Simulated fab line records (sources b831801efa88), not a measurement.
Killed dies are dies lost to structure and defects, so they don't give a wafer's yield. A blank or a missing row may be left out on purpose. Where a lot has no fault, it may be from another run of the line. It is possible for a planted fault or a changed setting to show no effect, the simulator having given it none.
Which of the tools did it? -- flow gf180mcu -- Sampling: 24 lots, 72 wafers, 6 of 602 route steps

== WHAT THE GAUGES SHOWED, per wafer ==
GF_HV_LDD_TW_MEAS_50. Usual: HV_LDD_4_TW gives 572 (standard deviation 6.8).
lot,measured,on,HV_LDD_4_TW,flag
L074,day 12 12:21,film_metro-04,582 582 579,
L075,day 12 15:58,film_metro-04,585 580 579,
L076,day 13 05:14,film_metro-01,572 574 573,
L077,day 13 12:40,film_metro-02,566 565 565,
L079,day 13 23:47,film_metro-02,564 563 561,
L078,day 14 00:11,film_metro-04,579 583 581,
L080,day 14 09:29,film_metro-01,577 576 575,
L081,day 14 18:44,film_metro-02,565 566 566,
L082,day 15 05:41,film_metro-01,575 574 574,
L083,day 15 10:22,film_metro-02,569 569 567,
L084,day 15 17:53,film_metro-02,568 570 567,
L085,day 16 01:31,film_metro-01,575 571 578,
L086,day 16 09:13,film_metro-02,569 566 569,
L087,day 16 16:01,film_metro-04,579 577 580,
L088,day 17 00:08,film_metro-04,579 581 581,
L089,day 17 04:20,film_metro-01,575 576 574,
L090,day 17 15:34,film_metro-01,574 574 575,
L091,day 18 01:20,film_metro-01,571 574 572,
L092,day 18 05:58,film_metro-04,582 582 583,
L093,day 18 13:20,film_metro-02,562 562 563,
L094,day 18 23:37,film_metro-02,563 565 563,
L095,day 19 10:04,film_metro-02,562 562 558,
L096,day 19 15:42,film_metro-04,581 581 581,
L097,day 20 04:58,film_metro-02,566 563 564,

GF_SAB_OVL_MEAS_10. Usual: SAB_OVL gives 1.2 nm (standard deviation 1.3).
lot,measured,on,SAB_OVL (nm),flag
L074,day 15 05:23,overlay-02,1.0 -0.8 -0.9,
L075,day 15 10:13,overlay-01,2.3 1.8 2.5,
L076,day 16 01:35,overlay-02,1.9 1.3 2.4,
L077,day 16 09:01,overlay-02,-1.2 -0.4 0.0,
L079,day 16 20:28,overlay-01,0.7 2.8 1.1,
L078,day 17 00:27,overlay-02,1.6 1.5 1.1,
L080,day 17 06:34,overlay-02,1.9 1.2 2.5,
L081,day 17 15:34,overlay-02,-0.2 -0.4 0.3,
L082,day 18 03:54,overlay-02,-0.1 -1.4 1.0,
L083,day 18 10:42,overlay-01,-0.2 1.0 1.0,
L084,day 18 18:08,overlay-01,2.9 3.8 2.0,
L085,day 19 03:05,overlay-02,3.6 0.7 2.5,
L086,day 19 11:01,overlay-02,0.9 0.4 1.9,
L087,day 19 18:19,overlay-01,2.5 1.6 3.8,
L088,day 20 02:50,overlay-01,3.4 2.3 2.6,
L089,day 20 08:28,overlay-01,3.8 3.4 3.9,
L090,day 20 19:59,overlay-01,1.8 1.0 2.0,
L091,day 21 07:16,overlay-01,0.5 2.8 0.8,
L092,day 21 11:46,overlay-01,2.4 1.3 3.0,
L093,day 21 17:54,overlay-02,-2.3 -1.3 0.7,
L094,day 22 04:47,overlay-02,1.2 1.2 -1.7,
L095,day 22 13:20,overlay-01,1.2 1.3 -0.9,
L096,day 22 19:38,overlay-01,0.8 0.8 0.7,
L097,day 23 08:48,overlay-01,2.3 0.1 0.4,

GF_V1_CD_MEAS_14 targets a cd of 260 nm. Usual: 259.7 nm for cd_nm, sd 1.2.
lot,measured,on,cd_nm (nm),flag
L074,day 18 03:53,cd_sem-02,262.7 260.8 261.9,
L075,day 18 10:07,cd_sem-02,257.3 256.8 257.9,
L076,day 19 03:22,cd_sem-01,260.9 261.7 259.9,
L077,day 19 11:37,cd_sem-01,259.5 260.2 260.3,
L079,day 19 23:19,cd_sem-02,260.4 259.8 258.5,
L078,day 20 03:41,cd_sem-02,257.7 258.8 258.8,
L080,day 20 11:14,cd_sem-02,259.8 259.6 260.0,
L081,day 20 20:50,cd_sem-01,259.3 259.0 259.5,
L082,day 21 09:04,cd_sem-01,260.5 260.6 259.4,
L083,day 21 16:23,cd_sem-02,260.0 259.0 259.4,
L084,day 22 00:16,cd_sem-02,259.2 260.1 259.9,
L085,day 22 09:01,cd_sem-02,260.1 260.7 259.6,
L086,day 22 15:04,cd_sem-02,260.3 259.6 260.0,
L087,day 22 22:31,cd_sem-02,260.2 261.1 261.8,
L088,day 23 06:16,cd_sem-01,259.9 259.5 258.3,
L089,day 23 13:29,cd_sem-01,259.5 259.3 259.1,
L090,day 24 00:05,cd_sem-02,259.0 259.7 259.6,
L091,day 24 09:31,cd_sem-01,261.0 261.9 261.6,
L092,day 24 14:22,cd_sem-02,259.3 260.1 259.6,
L093,day 24 19:26,cd_sem-02,257.8 258.7 259.2,
L094,day 25 04:28,cd_sem-01,261.1 260.2 261.4,
L095,day 25 14:01,cd_sem-02,257.8 256.9 258.3,
L096,day 25 19:18,cd_sem-01,259.8 258.5 259.4,
L097,day 26 07:25,cd_sem-02,258.6 256.6 258.4,

GF_M4_THK_MEAS_06: measures by xrf. Usual: M4_ALCU_THK gives 456 nm (standard deviation 6.3).
lot,measured,on,M4_ALCU_THK (nm),flag
L074,day 22 14:23,film_metro-03,463 460 456,
L075,day 22 19:22,film_metro-03,458 445 459,
L076,day 23 13:18,film_metro-04,446 455 445,
L077,day 23 19:32,film_metro-03,453 460 453,
L079,day 24 07:01,film_metro-02,450 462 457,
L078,day 24 10:43,film_metro-02,458 450 450,
L080,day 24 17:45,film_metro-04,461 454 458,
L081,day 25 01:41,film_metro-02,452 462 460,
L082,day 25 13:03,film_metro-03,440 441 456,
L083,day 25 19:45,film_metro-02,452 445 464,
L084,day 26 02:37,film_metro-04,452 443 454,
L085,day 26 10:13,film_metro-03,464 461 464,
L086,day 26 16:42,film_metro-03,446 460 446,
L087,day 26 22:01,film_metro-02,458 458 460,
L088,day 27 03:34,film_metro-03,460 456 452,
L089,day 27 10:48,film_metro-04,455 456 454,
L090,day 27 21:01,film_metro-03,454 453 456,
L091,day 28 03:21,film_metro-02,467 458 463,
L092,day 28 09:44,film_metro-04,455 459 460,
L093,day 28 13:48,film_metro-02,462 461 468,
L094,day 28 21:29,film_metro-02,446 450 446,
L095,day 29 06:22,film_metro-04,454 459 454,
L096,day 29 11:16,film_metro-03,460 463 463,
L097,day 29 20:24,film_metro-04,453 454 458,

GF_V4_CD_MEAS_14 targets a cd of 260 nm. Usual: 259.7 nm for cd_nm, sd 1.3.
lot,measured,on,cd_nm (nm),flag
L074,day 24 12:59,cd_sem-01,259.0 259.4 259.5,
L075,day 24 17:34,cd_sem-02,259.2 258.9 257.9,
L076,day 25 11:23,cd_sem-02,260.0 259.3 259.4,
L077,day 25 16:29,cd_sem-02,259.5 259.2 259.4,
L079,day 26 03:04,cd_sem-01,261.6 261.0 261.1,
L078,day 26 07:24,cd_sem-01,261.0 260.1 260.7,
L080,day 26 13:36,cd_sem-02,259.0 259.7 260.3,
L081,day 26 20:51,cd_sem-02,257.9 259.3 257.5,
L082,day 27 07:53,cd_sem-02,261.4 261.7 260.7,
L083,day 27 13:50,cd_sem-02,256.8 257.5 257.5,
L084,day 27 20:12,cd_sem-02,259.6 258.5 260.7,
L085,day 28 02:46,cd_sem-01,260.8 261.4 260.6,
L086,day 28 10:10,cd_sem-02,258.8 259.4 258.8,
L087,day 28 15:55,cd_sem-01,261.3 261.3 261.4,
L088,day 28 20:38,cd_sem-01,259.9 260.9 259.6,
L089,day 29 02:33,cd_sem-02,258.1 259.2 259.2,
L090,day 29 12:17,cd_sem-02,259.6 259.2 259.6,
L091,day 29 18:34,cd_sem-01,259.3 259.7 259.9,
L092,day 30 01:40,cd_sem-02,260.3 261.1 259.9,
L093,day 30 06:56,cd_sem-02,258.8 258.8 258.3,
L094,day 30 11:47,cd_sem-02,257.4 259.0 259.3,
L095,day 30 21:11,cd_sem-01,262.4 262.2 261.8,
L096,day 31 01:37,cd_sem-01,261.3 261.0 261.5,
L097,day 31 09:52,cd_sem-01,258.4 259.1 260.0,

GF_MIM_THK_MEAS_06. Usual: MIM_CVD_05_THK gives 41.9 nm (standard deviation 0.53).
lot,measured,on,MIM_CVD_05_THK (nm),flag
L074,day 24 14:50,film_metro-01,41.0 41.9 41.9,
L075,day 24 19:21,film_metro-03,42.2 42.3 42.3,
L076,day 25 13:07,film_metro-02,42.3 41.8 41.6,
L077,day 25 18:14,film_metro-02,40.9 41.1 41.8,
L079,day 26 04:49,film_metro-02,40.9 42.2 40.8,
L078,day 26 09:09,film_metro-03,41.5 42.1 42.5,
L080,day 26 15:21,film_metro-03,41.4 42.7 42.2,
L081,day 26 22:36,film_metro-03,42.2 42.3 42.7,
L082,day 27 09:38,film_metro-01,40.9 41.6 42.1,
L083,day 27 15:35,film_metro-03,41.2 41.0 42.1,
L084,day 27 21:59,film_metro-01,41.4 42.5 41.9,
L085,day 28 04:38,film_metro-03,42.0 41.6 42.2,
L086,day 28 11:55,film_metro-03,42.0 41.8 42.6,
L087,day 28 17:40,film_metro-03,41.4 41.3 42.2,
L088,day 28 22:23,film_metro-02,40.9 41.9 41.9,
L089,day 29 04:21,film_metro-02,41.1 42.7 42.1,
L090,day 29 14:06,film_metro-03,41.6 41.8 42.3,
L091,day 29 20:22,film_metro-01,41.2 41.6 42.2,
L092,day 30 03:26,film_metro-01,41.2 40.9 41.9,
L093,day 30 08:43,film_metro-03,41.9 41.8 42.6,
L094,day 30 13:32,film_metro-03,41.9 41.7 42.7,
L095,day 30 22:57,film_metro-01,40.6 41.3 42.1,
L096,day 31 03:22,film_metro-02,41.9 42.3 42.6,
L097,day 31 11:39,film_metro-01,41.6 41.8 42.0,

== WHAT TOOL EACH LOT RAN ON (gives the tool, then ch and the chambers of the sampled wafers, and finally the start) ==
Record: no process step prior to these readings.

== AS READ BY THE TOOLS THEMSELVES (means over the sampled wafers that have a number; for cases with no such wafer, the mark the record gives instead) ==
The record holds no such reading with a usual standard deviation.

== THE ANSWER, worked out from the rows above alone ==
Rule: a lot counts as off when the mean over its wafers that have a number is more than 3 standard deviations away from the usual mean. A lot without any number at a reading at which 4 lots or more have one is off too. The other lots that the step has rows for count as sound. First the gauges in route order, then the tools' own readings, where a lot's mean is used as printed above. The first step at which some lot is off is used, and at that step the reading that is off furthest; a lot without a number counts as furthest.
Nothing can be told from this: no lot is off at any reading shown.

== WHAT HAD BEEN PUT IN BY THE SIMULATOR ==
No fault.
